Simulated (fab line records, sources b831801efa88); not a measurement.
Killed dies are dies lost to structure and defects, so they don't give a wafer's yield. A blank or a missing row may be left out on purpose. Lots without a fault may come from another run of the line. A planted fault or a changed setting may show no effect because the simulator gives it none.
Problem report in the 8D (eight disciplines) form, filled by code | flow sky130 | the parts of the form that need people (team, actions taken, sign-off) are left out

1. THE PROBLEM
DNWELL_TW at SKY_DNWELL_TW_MEAS_09 reads a mean of 1178 on 4 wafers of 3 lots; wafers without a fault read 1119 with a standard deviation of 11. That is +5.3 standard deviations from the usual mean.
First seen on wafer L871.2, day 6 01:43, on film_metro-03. The record holds 37 wafers of 13 lots with a number at this step. Rule for "out", or "out of limits": more than 4 standard deviations from the usual mean. The other wafers with a number count as sound.

2. WHAT IT IS AND WHAT IT IS NOT
question                    | is                             | is not
which readings at this step | DNWELL_TW                      | -
which lots                  | L871, L873, L874               | L859, L860, L861, L862, L863, L864, L865, L876, L877, L880
which wafers of those lots  | L871.2, L873.2, L873.3, L874.3 | L871.1, L874.5, L874.6
read on which gauges        | film_metro-02, film_metro-03   | film_metro-04
when                        | from day 6 01:43               | up to then (22 sound wafers); but 11 sound wafers of L874, L876, L877, L880 came after

3. SUSPECTS, AND WHAT RULES EACH OUT
Counting: a tool at a process step up to the reading stays a suspect if it ran every lot that is out. Sound lots after the first of them don't rule it out here, since some wafers of a struck lot are sound.
- the gauge at SKY_DNWELL_TW_MEAS_09: ruled out. The wafers that are out were read on 2 gauges (film_metro-02, film_metro-03).
- implanter-03 at SKY_DNWELL_IMPLANT_07: kept. It ran every lot that is out, first L871 (day 6 01:28); its last sound lot up to then is L863 (day 4 01:44).
Left after counting: implanter-03 at SKY_DNWELL_IMPLANT_07.

4. THE CAUSE (what the simulator had put in)
Process parameter drift: implanter-03, from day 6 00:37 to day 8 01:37, at SKY_DNWELL_IMPLANT_07. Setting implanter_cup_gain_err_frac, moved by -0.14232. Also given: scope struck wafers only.
Counting left only this tool.

5. THE CHAIN OF EFFECTS, in route order
Each row: a reading whose mean over the struck wafers that have a number lies more than 3 standard deviations from the usual. Only readings for which the record gives a usual standard deviation are gone through. hours: the time from each lot's start at the first step in this table that gives one to its start at this step, as a median over the lots. sigmas: the change in usual standard deviations.
hours | step                  | reading   | usual | on struck wafers | change | sigmas
0     | SKY_DNWELL_TW_MEAS_09 | DNWELL_TW | 1119  | 1178             | +58    | +5.3
Later measuring or inspecting steps at which every struck wafer that the step has a row for has a number for every such reading, and none has moved that far: SKY_PWDE_OVL_MEAS_07.

6. WHAT WOULD HAVE CAUGHT IT SOONER
In this record the first reading out of limits at a measuring or inspecting step was taken at day 6 01:43, 1 hour after the fault began at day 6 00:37.
Of the lots that are out (3), L873, L874 began SKY_DNWELL_IMPLANT_07 on implanter-03 after day 6 01:43. A hold on the tool at that time would have spared those 2.
